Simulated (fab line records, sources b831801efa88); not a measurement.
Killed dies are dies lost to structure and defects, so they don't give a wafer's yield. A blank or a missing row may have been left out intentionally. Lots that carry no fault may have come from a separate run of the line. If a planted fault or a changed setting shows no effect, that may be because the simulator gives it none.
fab line records    flow gf180mcu
[record] lots = 24  wafers = 72  last-day = 34
route steps=602 shown POLY_GATE@169 HV_LDD@231 M3@409 V4@480 V5@544
lots that met no fault: taken from a fault-free run of the same line
start-h: start of the lot's first displayed wafer, in hours after the record's first day    wait-h: hours from the lot's prior step to this one    " as in the row above    L1.1+2: several wafers, shown together as one row    - no value present, or no start provided    * or withheld: withheld    < > ~ a bound
route shown NAME@n: a module of which the file shows steps, and the number in the route of the first    usual: mean and standard deviation over wafers with no fault    same: alike in all rows    chamber/n: place in a boat    sites: each site's reading    _std_site: how widely they spread, as a standard deviation    _edge_site: the outer-site mean with the inner-site mean subtracted    radius-mm: for every site, how far away it sits from the centre of the wafer    mask NAME#n: copy n    behind: the tool/chamber that last shaped the wafer    hold: what put the lot on hold/how long, in hours/how the hold closed    device: the n, p or np transistor that did not switch    end of line: the tests these same wafers got at the end of their route    for a step that has no rows: nothing shown but its recipe    killed: not the wafer's yield, but the dies lost to structure and defects at the first sort    map: dies across one wafer; x = killed, . = not, _ = none there
set.NAME: the setting as run; set.NAME@STEP: as run at that earlier step    model.NAME: the simulator's own value behind a step, which no gauge read
a sample of lots followed through the steps of the route, with each step as a table and each wafer as a row
services: when a tool's chamber went out of use (start-h, in hours from the record's first day, below 0 if earlier), for how many hours, and the reason
[[steps]]
[step GF_POLY_GATE_ETCH_12]
[recipe] chemistry = N2/H2  target-depth-a = withheld  overetch-a = withheld  time-s = withheld  target = BARC  ion-energy-ev = 200  source-w = 500  bias-w = 100  pressure-mtorr = 30  n2-flow-sccm = 100  h2-flow-sccm = 200
[usual] bias-w = 100.00/0.29  drypump-motor-current-A = 5.5/0.34  oes-product-au = 0.736/0.0045  throttle-valve-pct = 13.215/0.0092
lot.wafer  tool         chamber  start-h  wait-h  bias-w  drypump-motor-current-A  oes-product-au  throttle-valve-pct
L074.1     rie-diel-04  0        202.53   0.0     100.08  5.9                      0.733           13.211
L074.3     "            1        "        "       100.15  5.4                      0.735           13.214
L074.5     "            0        "        "       99.66   5.9                      0.741           13.192
L075.1     rie-diel-04  1        207.41   0.0     100.21  5.3                      0.737           13.213
L075.2     "            3        "        "       99.79   5.8                      0.738           13.224
L075.4     "            1        "        "       99.95   5.4                      0.733           13.222
L076.3     rie-diel-01  3        216.25   0.0     100.41  5.3                      0.733           13.203
L076.5     "            1        "        "       100.36  5.3                      0.732           13.236
L076.6     "            0        "        "       99.65   6.1                      0.736           13.221
L077.1     rie-diel-02  2        220.48   0.0     99.83   5.8                      0.734           13.218
L077.5     "            1        "        "       99.77   5.5                      0.737           13.221
L077.6     "            0        "        "       99.71   5.0                      0.739           13.213
L078.2     rie-diel-04  3        224.86   0.0     100.14  5.8                      0.739           13.236
L078.5     "            3        "        "       100.28  5.7                      0.728           13.223
L078.6     "            1        "        "       99.89   5.3                      0.731           13.215
L079.1     rie-diel-01  0        234.75   0.0     99.19   6.1                      0.738           13.211
L079.3     "            1        "        "       99.94   5.3                      0.747           13.214
L079.4     "            0        "        "       99.53   6.1                      0.738           13.202
L080.3     rie-diel-01  1        239.43   0.0     100.22  5.3                      0.740           13.211
L080.4     "            0        "        "       99.86   6.0                      0.734           13.198
L080.5     "            2        "        "       99.76   5.3                      0.739           13.214
L081.1     rie-diel-04  1        248.86   0.0     100.19  5.3                      0.739           13.207
L081.2     "            0        "        "       99.76   5.9                      0.739           13.212
L081.6     "            0        "        "       99.63   5.8                      0.740           13.226
L082.1     rie-diel-02  0        253.01   0.0     99.90   5.0                      0.743           13.216
L082.2     "            3        "        "       99.79   5.9                      0.739           13.204
L082.3     "            2        "        "       99.65   5.7                      0.729           13.225
L083.3     rie-diel-02  3        257.76   0.0     99.91   5.9                      0.738           13.226
L083.4     "            2        "        "       99.74   5.8                      0.727           13.216
L083.6     "            3        "        "       100.13  5.9                      0.737           13.221
L084.1     rie-diel-01  2        265.93   0.0     100.44  5.3                      0.737           13.211
L084.2     "            0        "        "       100.09  6.1                      0.733           13.212
L084.5     "            1        "        "       99.87   5.3                      0.730           13.227
L085.2     rie-diel-02  0        273.78   0.0     99.67   5.0                      0.729           13.195
L085.3     "            1        "        "       100.11  5.5                      0.740           13.219
L085.4     "            0        "        "       100.07  5.0                      0.737           13.214
L086.2     rie-diel-02  1        280.28   0.0     100.00  5.5                      0.728           13.192
L086.3     "            2        "        "       100.41  5.8                      0.738           13.202
L086.5     "            1        "        "       100.34  5.5                      0.736           13.204
L087.2     rie-diel-02  2        291.91   0.0     99.68   5.8                      0.732           13.224
L087.5     "            2        "        "       99.64   5.8                      0.737           13.226
L087.6     "            1        "        "       99.65   5.5                      0.743           13.216
L088.2     rie-diel-02  2        294.83   0.0     100.70  5.8                      0.737           13.216
L088.3     "            0        "        "       100.27  5.0                      0.737           13.214
L088.5     "            2        "        "       100.49  5.8                      0.727           13.220
L089.4     rie-diel-01  0        301.56   0.0     100.81  6.1                      0.742           13.211
L089.5     "            2        "        "       100.58  5.3                      0.741           13.221
L089.6     "            1        "        "       100.15  5.3                      0.733           13.222
L090.1     rie-diel-01  1        308.59   0.0     99.83   5.3                      0.733           13.215
L090.2     "            2        "        "       100.25  5.3                      0.735           13.221
L090.3     "            0        "        "       99.99   6.1                      0.736           13.225
L091.1     rie-diel-01  0        316.13   0.0     100.38  6.1                      0.738           13.223
L091.2     "            3        "        "       99.95   5.4                      0.732           13.221
L091.6     "            2        "        "       99.83   5.3                      0.740           13.220
L092.3     rie-diel-02  1        323.11   0.0     100.07  5.5                      0.732           13.222
L092.4     "            2        "        "       99.91   5.8                      0.735           13.220
L092.6     "            0        "        "       99.70   5.0                      0.734           13.220
L093.3     rie-diel-01  1        332.48   0.0     99.85   5.3                      0.738           13.221
L093.4     "            1        "        "       99.90   5.3                      0.733           13.217
L093.5     "            3        "        "       100.04  5.4                      0.730           13.209
L094.2     rie-diel-02  1        341.96   0.0     99.89   5.5                      0.731           13.209
L094.3     "            2        "        "       100.26  5.8                      0.734           13.215
L094.5     "            0        "        "       99.55   5.0                      0.734           13.205
L095.1     rie-diel-02  0        346.71   0.0     99.79   5.0                      0.735           13.221
L095.3     "            3        "        "       100.15  6.0                      0.734           13.226
L095.6     "            0        "        "       99.67   5.0                      0.733           13.223
L096.2     rie-diel-01  1        356.99   0.0     99.49   5.3                      0.732           13.216
L096.3     "            2        "        "       99.98   5.3                      0.729           13.226
L096.5     "            2        "        "       99.79   5.2                      0.730           13.215
L097.2     rie-diel-02  0        361.21   0.0     100.02  5.0                      0.732           13.218
L097.3     "            1        "        "       99.56   5.5                      0.730           13.210
L097.5     "            1        "        "       100.33  5.5                      0.738           13.212
[step GF_HV_LDD_THK_MEAS_55]
[recipe] reads = SiO2_of_HV_LDD_CVD_54
[usual] HV_LDD_CVD_54_THK = 9.97/0.14
lot.wafer  tool           chamber  start-h  wait-h  HV_LDD_CVD_54_THK[nm]
L074.1     film-metro-01  -        281.28   0.0     10.05
L074.3     "              -        "        "       10.10
L074.5     "              -        "        "       10.00
L075.1     film-metro-01  -        289.46   0.0     9.90
L075.2     "              -        "        "       9.91
L075.4     "              -        "        "       9.84
L076.3     film-metro-03  -        296.88   0.0     9.82
L076.5     "              -        "        "       9.87
L076.6     "              -        "        "       9.78
L077.1     film-metro-03  -        301.12   0.0     10.15
L077.5     "              -        "        "       10.24
L077.6     "              -        "        "       10.19
L078.2     film-metro-01  -        306.49   0.0     9.84
L078.5     "              -        "        "       9.91
L078.6     "              -        "        "       9.84
L079.1     film-metro-01  -        317.27   0.0     10.01
L079.3     "              -        "        "       10.06
L079.4     "              -        "        "       10.04
L080.3     film-metro-01  -        321.99   0.0     9.97
L080.4     "              -        "        "       10.10
L080.5     "              -        "        "       10.00
L081.1     film-metro-03  -        332.76   0.0     10.05
L081.2     "              -        "        "       10.17
L081.6     "              -        "        "       9.83
L082.1     film-metro-03  -        339.17   0.0     10.06
L082.2     "              -        "        "       10.09
L082.3     "              -        "        "       10.10
L083.3     film-metro-03  -        343.53   0.0     10.11
L083.4     "              -        "        "       9.99
L083.6     "              -        "        "       9.99
L084.1     film-metro-03  -        350.70   0.0     9.90
L084.2     "              -        "        "       9.89
L084.5     "              -        "        "       9.93
L085.2     film-metro-01  -        361.33   0.0     10.24
L085.3     "              -        "        "       10.18
L085.4     "              -        "        "       10.04
L086.2     film-metro-01  -        367.63   0.0     10.22
L086.3     "              -        "        "       10.22
L086.5     "              -        "        "       9.98
L087.2     film-metro-03  -        382.83   0.0     10.22
L087.5     "              -        "        "       10.26
L087.6     "              -        "        "       10.11
L088.2     film-metro-04  -        387.27   0.0     9.91
L088.3     "              -        "        "       9.77
L088.5     "              -        "        "       9.85
L089.4     film-metro-03  -        396.14   0.0     9.82
L089.5     "              -        "        "       9.75
L089.6     "              -        "        "       9.79
L090.1     film-metro-01  -        400.70   0.0     9.89
L090.2     "              -        "        "       9.89
L090.3     "              -        "        "       9.88
L091.1     film-metro-01  -        409.58   0.0     9.70
L091.2     "              -        "        "       9.71
L091.6     "              -        "        "       9.64
L092.3     film-metro-04  -        419.21   0.0     9.91
L092.4     "              -        "        "       10.00
L092.6     "              -        "        "       10.01
L093.3     film-metro-03  -        428.47   0.0     10.12
L093.4     "              -        "        "       9.99
L093.5     "              -        "        "       10.08
L094.2     film-metro-04  -        438.39   0.0     9.89
L094.3     "              -        "        "       9.79
L094.5     "              -        "        "       9.81
L095.1     film-metro-01  -        445.43   0.0     10.13
L095.3     "              -        "        "       9.97
L095.6     "              -        "        "       9.89
L096.2     film-metro-04  -        455.23   0.0     9.99
L096.3     "              -        "        "       9.84
L096.5     "              -        "        "       9.95
L097.2     film-metro-04  -        458.08   0.0     9.86
L097.3     "              -        "        "       9.90
L097.5     "              -        "        "       9.92
[step GF_M3_SPUTTER_00]
[recipe] material = Ti  target-thk-nm = 37.5  arriving-ion-energy-ev = 80  substrate-temp-c = 200  chamber-pressure-pa = 2  power-w = 4000  time-s = 150
[usual] throttle-valve-pct = 30.3/1
[same] time-s = 150
lot.wafer  tool            chamber  start-h  wait-h  throttle-valve-pct
L074.1     pvd-sputter-04  -        473.31   0.2     30.7
L074.3     "               -        "        "       28.8
L074.5     "               -        "        "       32.7
L075.1     pvd-sputter-01  -        482.58   0.1     30.3
L075.2     "               -        "        "       30.6
L075.4     "               -        "        "       29.6
L076.3     pvd-sputter-04  -        489.06   0.2     30.0
L076.5     "               -        "        "       30.4
L076.6     "               -        "        "       32.7
L077.1     pvd-sputter-01  -        496.72   0.1     29.7
L077.5     "               -        "        "       30.6
L077.6     "               -        "        "       29.6
L078.2     pvd-sputter-01  -        499.66   0.1     29.5
L078.5     "               -        "        "       30.5
L078.6     "               -        "        "       29.5
L080.3     pvd-sputter-04  -        517.08   0.2     29.8
L080.4     "               -        "        "       30.7
L080.5     "               -        "        "       28.8
L079.1     pvd-sputter-01  -        517.38   0.1     29.5
L079.3     "               -        "        "       30.4
L079.4     "               -        "        "       30.5
L081.1     pvd-sputter-01  -        529.19   0.1     29.6
L081.2     "               -        "        "       29.7
L081.6     "               -        "        "       30.5
L082.1     pvd-sputter-04  -        535.57   0.1     29.9
L082.2     "               -        "        "       32.5
L082.3     "               -        "        "       28.8
L083.3     pvd-sputter-01  -        542.05   0.2     30.5
L083.4     "               -        "        "       30.2
L083.6     "               -        "        "       30.6
L084.1     pvd-sputter-03  -        548.94   0.1     31.4
L084.2     "               -        "        "       28.5
L084.5     "               -        "        "       31.3
L085.2     pvd-sputter-04  -        559.38   0.1     28.7
L085.3     "               -        "        "       30.9
L085.4     "               -        "        "       30.0
L086.2     pvd-sputter-04  -        567.81   0.1     32.5
L086.3     "               -        "        "       30.0
L086.5     "               -        "        "       28.8
L087.2     pvd-sputter-04  -        581.51   0.1     28.8
L087.5     "               -        "        "       32.4
L087.6     "               -        "        "       30.8
L088.2     pvd-sputter-01  -        585.36   0.2     29.7
L088.3     "               -        "        "       29.5
L088.5     "               -        "        "       29.6
L089.4     pvd-sputter-01  -        593.57   0.1     29.6
L089.5     "               -        "        "       29.8
L089.6     "               -        "        "       30.3
L090.1     pvd-sputter-01  -        598.96   0.1     30.4
L090.2     "               -        "        "       29.6
L090.3     "               -        "        "       30.4
L091.1     pvd-sputter-04  -        606.39   0.2     32.6
L091.2     "               -        "        "       29.2
L091.6     "               -        "        "       33.0
L092.3     pvd-sputter-01  -        614.46   0.2     29.6
L092.4     "               -        "        "       30.2
L092.6     "               -        "        "       29.7
L093.3     pvd-sputter-04  -        622.70   0.2     30.4
L093.4     "               -        "        "       32.6
L093.5     "               -        "        "       32.6
L094.2     pvd-sputter-01  -        630.68   0.1     30.5
L094.3     "               -        "        "       30.8
L094.5     "               -        "        "       30.3
L095.1     pvd-sputter-03  -        635.96   0.2     30.7
L095.3     "               -        "        "       31.3
L095.6     "               -        "        "       31.6
L096.2     pvd-sputter-01  -        643.94   0.1     30.5
L096.3     "               -        "        "       30.6
L096.5     "               -        "        "       30.5
L097.2     pvd-sputter-04  -        646.28   0.1     29.8
L097.3     "               -        "        "       30.7
L097.5     "               -        "        "       30.1
[step GF_V4_CMP_04]
[recipe] material = SiO2  down-force-psi = 4  platen-rpm = 60  pad-velocity-m-s = 0.94248
[usual] motor-current-A = 12.2/1.2  retaining-ring-pressure-frac = 1.000/0.0049  time-to-endpoint-s = 81/7.1
lot.wafer  tool    chamber  start-h  wait-h  motor-current-A  retaining-ring-pressure-frac  time-to-endpoint-s
L074.1     cmp-02  1        548.89   0.1     15.1             1.002                         91
L074.3     "       0        "        "       13.5             1.000                         86
L074.5     "       2        "        "       12.4             1.001                         97
L075.2     cmp-01  3        555.26   0.0     12.0             0.999                         82
L075.1     "       1        "        "       11.2             1.000                         72
L075.4     "       2        "        "       11.7             0.998                         79
L076.3     cmp-01  3        562.18   0.1     11.3             1.002                         81
L076.5     "       2        "        "       11.4             0.999                         81
L076.6     "       3        "        "       11.7             1.002                         83
L077.1     cmp-02  3        570.02   0.4     11.7             0.998                         85
L077.5     "       0        "        "       13.6             1.006                         88
L077.6     "       1        "        "       14.9             0.996                         98
L078.2     cmp-02  3        571.97   0.2     10.6             1.005                         72
L078.5     "       0        "        "       13.6             0.993                         82
L078.6     "       1        "        "       14.8             0.995                         88
L080.4     cmp-02  2        586.68   0.1     11.8             1.006                         86
L080.3     "       0        "        "       12.7             0.991                         77
L080.5     "       2        "        "       12.2             0.996                         78
L079.4     cmp-01  2        587.65   0.1     11.8             1.003                         79
L079.1     "       3        "        "       11.2             0.995                         77
L079.3     "       0        "        "       12.3             0.999                         82
L081.2     cmp-02  2        600.10   0.0     12.4             0.999                         81
L081.1     "       3        "        "       11.3             1.003                         74
L081.6     "       2        "        "       11.2             1.003                         88
L082.3     cmp-01  2        605.78   0.0     11.4             1.000                         76
L082.1     "       3        "        "       12.0             1.002                         71
L082.2     "       1        "        "       11.8             1.002                         76
L083.4     cmp-01  0        609.16   0.1     11.4             1.008                         80
L083.3     "       2        "        "       11.9             0.995                         66
L083.6     "       0        "        "       11.6             1.006                         83
L084.1     cmp-02  1        620.44   0.1     14.2             1.004                         81
L084.2     "       2        "        "       11.6             0.997                         79
L084.5     "       0        "        "       12.6             1.001                         76
L085.3     cmp-01  2        625.75   0.0     10.9             1.000                         70
L085.4     "       0        "        "       11.4             0.995                         87
L085.2     "       1        "        "       11.2             1.000                         78
L086.3     cmp-02  3        635.41   0.1     10.8             1.002                         85
L086.2     "       1        "        "       14.8             0.997                         93
L086.5     "       2        "        "       11.7             0.994                         98
L087.2     cmp-02  3        646.76   0.2     10.6             1.010                         76
L087.5     "       0        "        "       12.8             0.992                         84
L087.6     "       1        "        "       13.8             1.014                         84
L088.2     cmp-02  1        650.93   0.0     14.4             1.000                         82
L088.3     "       0        "        "       13.6             0.998                         78
L088.5     "       2        "        "       11.6             1.001                         82
L089.4     cmp-02  0        658.99   0.2     13.3             0.995                         78
L089.5     "       1        "        "       13.9             0.998                         92
L089.6     "       2        "        "       11.8             1.002                         88
L090.2     cmp-01  2        663.84   0.1     11.7             0.997                         74
L090.1     "       3        "        "       12.1             0.998                         75
L090.3     "       0        "        "       11.5             0.992                         84
L091.1     cmp-02  0        669.47   0.1     13.2             1.004                         65
L091.2     "       1        "        "       14.1             0.998                         76
L091.6     "       3        "        "       10.8             0.998                         79
L092.4     cmp-02  3        677.69   0.0     11.1             0.992                         86
L092.3     "       2        "        "       11.9             0.999                         87
L092.6     "       0        "        "       13.3             0.998                         73
L093.3     cmp-02  3        685.76   0.1     10.7             1.005                         78
L093.4     "       0        "        "       13.7             0.996                         70
L093.5     "       2        "        "       11.2             0.999                         86
L094.2     cmp-01  1        694.30   0.0     11.5             0.997                         71
L094.3     "       2        "        "       11.2             0.991                         75
L094.5     "       1        "        "       11.2             0.999                         82
L095.1     cmp-01  3        698.15   0.1     11.5             1.008                         78
L095.3     "       0        "        "       12.0             0.997                         78
L095.6     "       2        "        "       11.2             0.995                         72
L096.2     cmp-02  1        706.23   0.1     14.9             0.998                         73
L096.3     "       2        "        "       11.8             1.004                         81
L096.5     "       0        "        "       13.7             0.998                         74
L097.2     cmp-02  2        708.17   0.0     12.4             1.004                         89
L097.3     "       3        "        "       10.8             0.997                         78
L097.5     "       3        "        "       11.0             1.007                         82
[step GF_V4_OVL_MEAS_15]
[usual] V4_OVL = 0/5.4
lot.wafer  tool        chamber  start-h  wait-h  V4_OVL[nm]
L074.1     overlay-01  -        571.85   0.1     7
L074.3     "           -        "        "       12
L074.5     "           -        "        "       17
L075.1     overlay-01  -        577.55   0.1     -7
L075.2     "           -        "        "       5
L075.4     "           -        "        "       -2
L076.3     overlay-01  -        584.30   0.1     11
L076.5     "           -        "        "       -2
L076.6     "           -        "        "       4
L077.1     overlay-02  -        591.56   0.1     6
L077.5     "           -        "        "       2
L077.6     "           -        "        "       -1
L078.2     overlay-02  -        593.51   0.1     -11
L078.5     "           -        "        "       -2
L078.6     "           -        "        "       1
L080.3     overlay-01  -        608.03   0.1     1
L080.4     "           -        "        "       6
L080.5     "           -        "        "       -2
L079.1     overlay-01  -        608.70   0.1     3
L079.3     "           -        "        "       0
L079.4     "           -        "        "       0
L081.1     overlay-02  -        621.44   0.1     -3
L081.2     "           -        "        "       -1
L081.6     "           -        "        "       -3
L082.1     overlay-02  -        626.21   0.1     -2
L082.2     "           -        "        "       2
L082.3     "           -        "        "       0
L083.3     overlay-01  -        630.10   0.1     2
L083.4     "           -        "        "       -12
L083.6     "           -        "        "       -1
L084.1     overlay-01  -        640.96   0.1     -2
L084.2     "           -        "        "       -2
L084.5     "           -        "        "       -2
L085.2     overlay-02  -        645.81   0.1     -3
L085.3     "           -        "        "       -9
L085.4     "           -        "        "       0
L086.2     overlay-02  -        655.22   0.1     -7
L086.3     "           -        "        "       -9
L086.5     "           -        "        "       -8
L087.2     overlay-01  -        666.17   0.1     3
L087.5     "           -        "        "       -1
L087.6     "           -        "        "       -9
L088.2     overlay-01  -        670.96   0.1     -3
L088.3     "           -        "        "       5
L088.5     "           -        "        "       5
L089.4     overlay-02  -        678.83   0.1     -1
L089.5     "           -        "        "       -4
L089.6     "           -        "        "       -3
L090.1     overlay-01  -        683.16   0.1     -1
L090.2     "           -        "        "       -4
L090.3     "           -        "        "       5
L091.1     overlay-02  -        689.79   0.1     5
L091.2     "           -        "        "       -2
L091.6     "           -        "        "       -5
L092.3     overlay-02  -        697.21   0.1     6
L092.4     "           -        "        "       2
L092.6     "           -        "        "       3
L093.3     overlay-02  -        705.12   0.1     1
L093.4     "           -        "        "       2
L093.5     "           -        "        "       2
L094.2     overlay-01  -        713.07   0.1     3
L094.3     "           -        "        "       2
L094.5     "           -        "        "       7
L095.1     overlay-02  -        716.31   0.1     -9
L095.3     "           -        "        "       -9
L095.6     "           -        "        "       -2
L096.2     overlay-01  -        724.47   0.1     4
L096.3     "           -        "        "       5
L096.5     "           -        "        "       2
L097.2     overlay-01  -        726.86   0.1     -7
L097.3     "           -        "        "       -4
L097.5     "           -        "        "       1
[step GF_V5_CMP_04]
[recipe] material = SiO2  down-force-psi = 4  platen-rpm = 60  pad-velocity-m-s = 0.94248
[usual] motor-current-A = 12.2/1.2  retaining-ring-pressure-frac = 1.000/0.0054
lot.wafer  tool    chamber  start-h  wait-h  motor-current-A  retaining-ring-pressure-frac
L074.1     cmp-01  3        619.01   0.1     11.4             0.994
L074.3     "       0        "        "       11.9             0.996
L074.5     "       1        "        "       11.7             1.007
L075.1     cmp-01  3        623.08   0.1     11.5             0.998
L075.4     "       0        "        "       12.1             1.000
L075.2     "       2        "        "       11.6             1.004
L076.3     cmp-01  2        628.81   0.0     11.0             1.005
L076.5     "       2        "        "       11.6             0.997
L076.6     "       3        "        "       11.9             0.994
L077.1     cmp-02  0        636.41   0.6     12.7             0.995
L077.5     "       1        "        "       14.2             1.004
L077.6     "       2        "        "       11.5             0.996
L078.2     cmp-02  2        636.91   0.3     11.5             0.990
L078.5     "       1        "        "       13.8             0.995
L078.6     "       2        "        "       11.8             0.996
L080.3     cmp-02  0        651.83   0.0     13.5             1.011
L080.4     "       1        "        "       15.0             1.004
L080.5     "       1        "        "       14.3             0.999
L079.4     cmp-02  2        652.74   0.1     12.7             1.003
L079.3     "       3        "        "       11.1             0.999
L079.1     "       0        "        "       13.0             1.004
L081.1     cmp-02  0        664.67   0.1     13.0             0.999
L081.2     "       3        "        "       11.0             1.007
L081.6     "       0        "        "       13.5             0.996
L082.1     cmp-01  0        669.16   0.1     11.7             1.004
L082.2     "       1        "        "       10.7             0.995
L082.3     "       2        "        "       11.4             0.998
L083.3     cmp-02  1        673.01   0.1     14.4             0.998
L083.4     "       2        "        "       11.5             0.996
L083.6     "       0        "        "       12.9             1.001
L084.2     cmp-02  2        683.24   0.0     11.2             1.005
L084.1     "       0        "        "       13.5             1.010
L084.5     "       2        "        "       11.2             0.996
L085.3     cmp-01  1        687.96   0.2     10.9             1.009
L085.2     "       2        "        "       11.2             1.003
L085.4     "       3        "        "       11.5             0.993
L086.3     cmp-02  3        695.66   0.0     11.1             1.008
L086.2     "       2        "        "       12.2             0.999
L086.5     "       3        "        "       10.4             0.998
L087.2     cmp-02  2        707.81   0.1     11.3             0.994
L087.6     "       0        "        "       12.7             1.010
L087.5     "       1        "        "       13.6             1.009
L088.3     cmp-02  3        712.46   0.0     10.5             1.002
L088.2     "       1        "        "       14.7             0.999
L088.5     "       0        "        "       13.3             1.003
L089.4     cmp-01  3        721.15   0.1     11.5             0.989
L089.5     "       3        "        "       11.1             0.997
L089.6     "       0        "        "       11.4             1.000
L090.3     cmp-02  3        722.32   0.0     11.2             0.993
L090.2     "       1        "        "       14.5             1.002
L090.1     "       2        "        "       11.3             0.993
L091.1     cmp-02  3        728.94   0.1     11.3             1.000
L091.2     "       1        "        "       14.1             0.999
L091.6     "       3        "        "       10.7             1.010
L092.3     cmp-02  0        736.14   0.1     13.3             1.009
L092.4     "       2        "        "       12.1             0.988
L092.6     "       0        "        "       13.5             1.005
L093.3     cmp-02  1        743.61   0.0     13.9             1.014
L093.4     "       0        "        "       12.7             1.004
L093.5     "       1        "        "       14.4             1.011
L094.2     cmp-02  1        750.83   0.1     14.8             1.005
L094.3     "       2        "        "       12.4             1.002
L094.5     "       0        "        "       12.8             0.995
L095.3     cmp-01  0        754.20   0.0     11.6             1.003
L095.1     "       1        "        "       11.4             1.012
L095.6     "       1        "        "       11.1             1.003
L096.3     cmp-01  1        761.02   0.1     11.6             0.994
L096.2     "       2        "        "       10.9             0.999
L096.5     "       0        "        "       11.5             1.004
L097.2     cmp-01  1        763.43   0.1     11.7             0.997
L097.3     "       2        "        "       11.3             0.996
L097.5     "       0        "        "       12.4             1.002
[[services]]
tool    chamber  start-h  hours  kind
cmp-01  -        193.69   2.3    pm
cmp-02  -        214.95   5.2    pm
cmp-01  -        227.98   4.8    pm
cmp-02  -        232.01   4.0    pm
cmp-02  -        243.42   3.8    pm
cmp-02  -        250.73   0.9    repair
cmp-01  -        253.13   0.4    repair
cmp-01  -        268.65   1.1    repair
cmp-02  -        291.62   1.1    repair
cmp-02  -        294.32   1.8    repair
cmp-02  -        296.10   0.6    repair
cmp-01  -        312.63   1.8    repair
cmp-02  -        337.43   4.9    repair
cmp-01  -        352.83   0.5    repair
cmp-01  -        396.90   5.1    repair
cmp-02  -        400.36   0.4    repair
cmp-01  -        404.00   4.0    pm
cmp-02  -        434.73   0.6    repair
cmp-01  -        480.30   3.4    repair
cmp-01  -        496.20   2.6    repair
cmp-02  -        572.12   4.0    pm
cmp-02  -        612.42   5.3    pm
cmp-02  -        624.60   1.0    repair
cmp-02  -        720.74   0.9    repair
[[key]]
fault none
